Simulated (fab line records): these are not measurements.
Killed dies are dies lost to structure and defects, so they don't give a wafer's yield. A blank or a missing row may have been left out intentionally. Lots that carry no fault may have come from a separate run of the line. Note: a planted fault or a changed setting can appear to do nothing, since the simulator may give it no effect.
Matching of chambers :: flow gf180mcu :: GF_V1_CMP_04 on cmp-01: 4 sister chambers
The step polishes SiO2. 8 wafers are shown with their chamber, then 9 later ones without.

## WAFERS PAIRED WITH THEIR CHAMBERS
wafer: L792.2
chamber: 1
motor current A (A): 10.9
time to endpoint s (s): 77

wafer: L793.2
chamber: 3
motor current A (A): 11.5
time to endpoint s (s): 75

wafer: L793.6
chamber: 2
motor current A (A): 12.8
time to endpoint s (s): 83

wafer: L794.2
chamber: 1
motor current A (A): 10.5
time to endpoint s (s): 77

wafer: L794.5
chamber: 2
motor current A (A): 12.5
time to endpoint s (s): 88

wafer: L796.1
chamber: 0
motor current A (A): 11.8
time to endpoint s (s): 66

wafer: L796.3
chamber: 3
motor current A (A): 12.1
time to endpoint s (s): 76

wafer: L796.5
chamber: 0
motor current A (A): 12.0
time to endpoint s (s): 76

## WAFERS WHOSE CHAMBER IS MISSING
wafer: L804.1
motor current A (A): 12.4
time to endpoint s (s): 78

wafer: L804.2
motor current A (A): 11.6
time to endpoint s (s): 73

wafer: L804.6
motor current A (A): 12.0
time to endpoint s (s): 77

wafer: L805.1
motor current A (A): 10.8
time to endpoint s (s): 79

wafer: L805.2
motor current A (A): 12.0
time to endpoint s (s): 83

wafer: L805.3
motor current A (A): 12.4
time to endpoint s (s): 72

wafer: L807.1
motor current A (A): 11.8
time to endpoint s (s): 75

wafer: L807.3
motor current A (A): 12.3
time to endpoint s (s): 73

wafer: L807.5
motor current A (A): 11.8
time to endpoint s (s): 85

## CHAMBER TAKEN BY EACH
wafer: L804.1
from the rows above: can't be placed: 2 or 3 or 0
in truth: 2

wafer: L804.2
from the rows above: can't be placed: 3 or 0
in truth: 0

wafer: L804.6
from the rows above: can't be placed: 3 or 0
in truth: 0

wafer: L805.1
from the rows above: 1
in truth: 1

wafer: L805.2
from the rows above: can't be placed: 3 or 2 or 0
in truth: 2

wafer: L805.3
from the rows above: can't be placed: 0 or 3 or 2
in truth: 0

wafer: L807.1
from the rows above: can't be placed: 3 or 0
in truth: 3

wafer: L807.3
from the rows above: can't be placed: 0 or 3 or 2
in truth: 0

wafer: L807.5
from the rows above: can't be placed: 3 or 2 or 0 or 1
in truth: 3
Placed correctly: 1 of 9. Unplaceable from these rows: 8, with the true chamber sitting among the candidates in 8. Wrongly placed: 0.
How it was worked out, from the rows above alone: a wafer's distance from a chamber is the root of the sum, over the readings, of the square of ((its reading less the chamber's mean) divided by the reading's scatter). The wafer belongs to the nearest chamber; if the next one is less than 2 further off, it can't be placed. The mean given for a chamber averages the wafers shown for that chamber. The scatter: take each reading less its chamber's mean, square it, sum over the shown wafers, divide by the number of wafers less the number of chambers, and take the root.
